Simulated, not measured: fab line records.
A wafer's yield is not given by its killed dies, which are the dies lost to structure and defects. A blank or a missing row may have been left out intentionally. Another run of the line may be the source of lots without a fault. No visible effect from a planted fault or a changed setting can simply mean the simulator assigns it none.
What tool caused it? / flow gf180mcu / 14 lots, 41 wafers sampled, at 4 steps of a route of 602

WHAT EACH GAUGE READ, for each wafer
GF_CONTACT_THK_MEAS_26: measures by xrf. Usual: CONTACT_W_THK typically reads 296 nm, with standard deviation 3.7.
lot=L530; measured=day 16 17:16; on=film_metro-02; CONTACT_W_THK (nm)=302 302 301; flag=
lot=L532; measured=day 17 00:56; on=film_metro-03; CONTACT_W_THK (nm)=302 303 301; flag=
lot=L533; measured=day 17 09:25; on=film_metro-01; CONTACT_W_THK (nm)=296 293 296; flag=
lot=L534; measured=day 17 10:59; on=film_metro-03; CONTACT_W_THK (nm)=296 298 299; flag=
lot=L535; measured=day 17 22:41; on=film_metro-02; CONTACT_W_THK (nm)=294 291 300; flag=
lot=L538; measured=day 18 22:39; on=film_metro-03; CONTACT_W_THK (nm)=294 296 295; flag=
lot=L539; measured=day 19 07:18; on=film_metro-01; CONTACT_W_THK (nm)=294 293 297; flag=
lot=L541; measured=day 20 00:46; on=film_metro-01; CONTACT_W_THK (nm)=296 295; flag=
lot=L547; measured=day 23 00:36; on=film_metro-01; CONTACT_W_THK (nm)=292 300 291; flag=
lot=L548; measured=day 23 11:05; on=film_metro-02; CONTACT_W_THK (nm)=294 290 291; flag=
lot=L549; measured=day 23 11:26; on=film_metro-01; CONTACT_W_THK (nm)=297 292 294; flag=
lot=L551; measured=day 23 23:38; on=film_metro-03; CONTACT_W_THK (nm)=302 300 298; flag=
lot=L552; measured=day 24 13:02; on=film_metro-01; CONTACT_W_THK (nm)=297 300 293; flag=
lot=L553; measured=day 24 18:50; on=film_metro-02; CONTACT_W_THK (nm)=299 293 292; flag=

GF_V1_CD_MEAS_14: the cd target is 260 nm. Usual: cd_nm 259.7 nm, standard deviation 1.3.
lot=L530; measured=day 18 16:23; on=cd_sem-01; cd_nm (nm)=258.8 259.0 257.4; flag=
lot=L532; measured=day 19 00:29; on=cd_sem-02; cd_nm (nm)=260.3 259.9 259.4; flag=
lot=L533; measured=day 19 08:41; on=cd_sem-02; cd_nm (nm)=260.8 258.6 258.4; flag=
lot=L534; measured=day 19 11:35; on=cd_sem-02; cd_nm (nm)=259.3 259.0 258.1; flag=
lot=L535; measured=day 19 23:18; on=cd_sem-02; cd_nm (nm)=260.2 259.8 259.0; flag=
lot=L538; measured=day 21 00:52; on=cd_sem-02; cd_nm (nm)=259.8 260.6 260.8; flag=
lot=L539; measured=day 21 08:52; on=cd_sem-02; cd_nm (nm)=260.7 261.8 261.4; flag=
lot=L541; measured=day 22 02:28; on=cd_sem-02; cd_nm (nm)=261.0 259.4; flag=
lot=L547; measured=day 24 23:22; on=cd_sem-02; cd_nm (nm)=261.4 262.1 262.3; flag=
lot=L548; measured=day 25 09:03; on=cd_sem-02; cd_nm (nm)=259.7 259.9 260.4; flag=
lot=L549; measured=day 25 09:24; on=cd_sem-01; cd_nm (nm)=259.8 257.9 258.4; flag=
lot=L551; measured=day 25 20:28; on=cd_sem-02; cd_nm (nm)=257.9 258.5 260.2; flag=
lot=L552; measured=day 26 08:59; on=cd_sem-01; cd_nm (nm)=257.8 259.3 259.8; flag=
lot=L553; measured=day 26 15:51; on=cd_sem-01; cd_nm (nm)=259.6 260.1 259.8; flag=

WHICH TOOL RAN EACH LOT (tool, then ch and the chambers of the sampled wafers, then the start)
lot=L530; GF_CONTACT_CMP_04=cmp-01 ch 1,2, day 15 18:35; GF_CONTACT_CVD_24=cvd_w-02 ch 0,1, day 16 17:02
lot=L532; GF_CONTACT_CMP_04=cmp-01 ch 0,1,2, day 16 01:24; GF_CONTACT_CVD_24=cvd_w-02 ch 0,1, day 17 00:43
lot=L533; GF_CONTACT_CMP_04=cmp-02 ch 0,1,2, day 16 10:09; GF_CONTACT_CVD_24=cvd_w-01 ch 0,1, day 17 09:11
lot=L534; GF_CONTACT_CMP_04=cmp-01 ch 0,2,3, day 16 10:42; GF_CONTACT_CVD_24=cvd_w-01 ch 0,1, day 17 10:46
lot=L535; GF_CONTACT_CMP_04=cmp-02 ch 2,3, day 16 22:40; GF_CONTACT_CVD_24=cvd_w-01 ch 0,1, day 17 22:27
lot=L538; GF_CONTACT_CMP_04=cmp-02 ch 0,1,3, day 17 22:14; GF_CONTACT_CVD_24=cvd_w-01 ch 0,1, day 18 22:26
lot=L539; GF_CONTACT_CMP_04=cmp-02 ch 1,2, day 18 06:30; GF_CONTACT_CVD_24=cvd_w-01 ch 0,1, day 19 07:04
lot=L541; GF_CONTACT_CMP_04=cmp-02 ch 0,2, day 18 23:37; GF_CONTACT_CVD_24=cvd_w-01 ch 0,1, day 20 00:34
lot=L547; GF_CONTACT_CMP_04=cmp-02 ch 0,1,2, day 22 00:26; GF_CONTACT_CVD_24=cvd_w-02 ch 0,1, day 23 00:24
lot=L548; GF_CONTACT_CMP_04=cmp-02 ch 0,1,3, day 22 11:16; GF_CONTACT_CVD_24=cvd_w-01 ch 0,1, day 23 10:52
lot=L549; GF_CONTACT_CMP_04=cmp-02 ch 0,2,3, day 22 11:30; GF_CONTACT_CVD_24=cvd_w-02 ch 0,1, day 23 11:13
lot=L551; GF_CONTACT_CMP_04=cmp-01 ch 0,1,3, day 23 00:05; GF_CONTACT_CVD_24=cvd_w-01 ch 0,1, day 23 23:24
lot=L552; GF_CONTACT_CMP_04=cmp-02 ch 0,2,3, day 23 13:53; GF_CONTACT_CVD_24=cvd_w-01 ch 0,1, day 24 12:49
lot=L553; GF_CONTACT_CMP_04=cmp-02 ch 1,2,3, day 23 19:51; GF_CONTACT_CVD_24=cvd_w-01 ch 0,1, day 24 18:37
- GF_CONTACT_CMP_04: polishes SiO2.
- GF_CONTACT_CVD_24: deposits W, target thk 300 nm, time 90.339 s.

AS READ BY THE TOOLS THEMSELVES (means over the sampled wafers that have a number; for cases with no such wafer, the mark the record gives instead)
GF_CONTACT_CMP_04. Usual: motor_current_A 11.5 A, standard deviation 0.88; retaining_ring_pressure_frac 1.000, standard deviation 0.0056; time_to_endpoint_s 109 s, standard deviation 5.7.
lot=L530; tool=cmp-01; motor_current_A (A)=11.0; retaining_ring_pressure_frac=1.001; time_to_endpoint_s (s)=114; flag=
lot=L532; tool=cmp-01; motor_current_A (A)=11.3; retaining_ring_pressure_frac=0.998; time_to_endpoint_s (s)=113; flag=
lot=L533; tool=cmp-02; motor_current_A (A)=11.8; retaining_ring_pressure_frac=0.994; time_to_endpoint_s (s)=112; flag=
lot=L534; tool=cmp-01; motor_current_A (A)=11.1; retaining_ring_pressure_frac=1.002; time_to_endpoint_s (s)=108; flag=
lot=L535; tool=cmp-02; motor_current_A (A)=11.6; retaining_ring_pressure_frac=1.002; time_to_endpoint_s (s)=112; flag=
lot=L538; tool=cmp-02; motor_current_A (A)=11.7; retaining_ring_pressure_frac=1.000; time_to_endpoint_s (s)=96; flag=
lot=L539; tool=cmp-02; motor_current_A (A)=11.6; retaining_ring_pressure_frac=0.996; time_to_endpoint_s (s)=97; flag=
lot=L541; tool=cmp-02; motor_current_A (A)=10.8; retaining_ring_pressure_frac=0.999; time_to_endpoint_s (s)=108; flag=
lot=L547; tool=cmp-02; motor_current_A (A)=11.8; retaining_ring_pressure_frac=1.002; time_to_endpoint_s (s)=114; flag=
lot=L548; tool=cmp-02; motor_current_A (A)=11.7; retaining_ring_pressure_frac=0.994; time_to_endpoint_s (s)=102; flag=
lot=L549; tool=cmp-02; motor_current_A (A)=11.3; retaining_ring_pressure_frac=0.997; time_to_endpoint_s (s)=106; flag=
lot=L551; tool=cmp-01; motor_current_A (A)=11.5; retaining_ring_pressure_frac=1.005; time_to_endpoint_s (s)=109; flag=
lot=L552; tool=cmp-02; motor_current_A (A)=11.5; retaining_ring_pressure_frac=1.006; time_to_endpoint_s (s)=100; flag=
lot=L553; tool=cmp-02; motor_current_A (A)=11.4; retaining_ring_pressure_frac=0.999; time_to_endpoint_s (s)=99; flag=

GF_CONTACT_CVD_24. Usual: heater_power_w 865 W, standard deviation 41.
lot=L530; tool=cvd_w-02; heater_power_w (W)=884; flag=
lot=L532; tool=cvd_w-02; heater_power_w (W)=887; flag=
lot=L533; tool=cvd_w-01; heater_power_w (W)=880; flag=
lot=L534; tool=cvd_w-01; heater_power_w (W)=856; flag=
lot=L535; tool=cvd_w-01; heater_power_w (W)=840; flag=
lot=L538; tool=cvd_w-01; heater_power_w (W)=880; flag=
lot=L539; tool=cvd_w-01; heater_power_w (W)=848; flag=
lot=L541; tool=cvd_w-01; heater_power_w (W)=864; flag=
lot=L547; tool=cvd_w-02; heater_power_w (W)=854; flag=
lot=L548; tool=cvd_w-01; heater_power_w (W)=876; flag=
lot=L549; tool=cvd_w-02; heater_power_w (W)=854; flag=
lot=L551; tool=cvd_w-01; heater_power_w (W)=884; flag=
lot=L552; tool=cvd_w-01; heater_power_w (W)=862; flag=
lot=L553; tool=cvd_w-01; heater_power_w (W)=882; flag=

THE ANSWER, worked out from the rows above alone
Rule: a lot counts as off when the mean over its wafers that have a number is more than 3 standard deviations away from the usual mean. A lot without any number at a reading at which 4 lots or more have one is off too. All remaining lots with rows at the step are treated as sound. The gauges are gone through in route order, then the tools' own readings, and for those a lot's mean is taken as printed above. The first step at which some lot is off is used, and at that step the reading that is off furthest; a lot without a number counts as furthest.
No lot is off on any of the readings shown, so nothing can be concluded from this.

WHAT THE SIMULATOR HAD PUT IN
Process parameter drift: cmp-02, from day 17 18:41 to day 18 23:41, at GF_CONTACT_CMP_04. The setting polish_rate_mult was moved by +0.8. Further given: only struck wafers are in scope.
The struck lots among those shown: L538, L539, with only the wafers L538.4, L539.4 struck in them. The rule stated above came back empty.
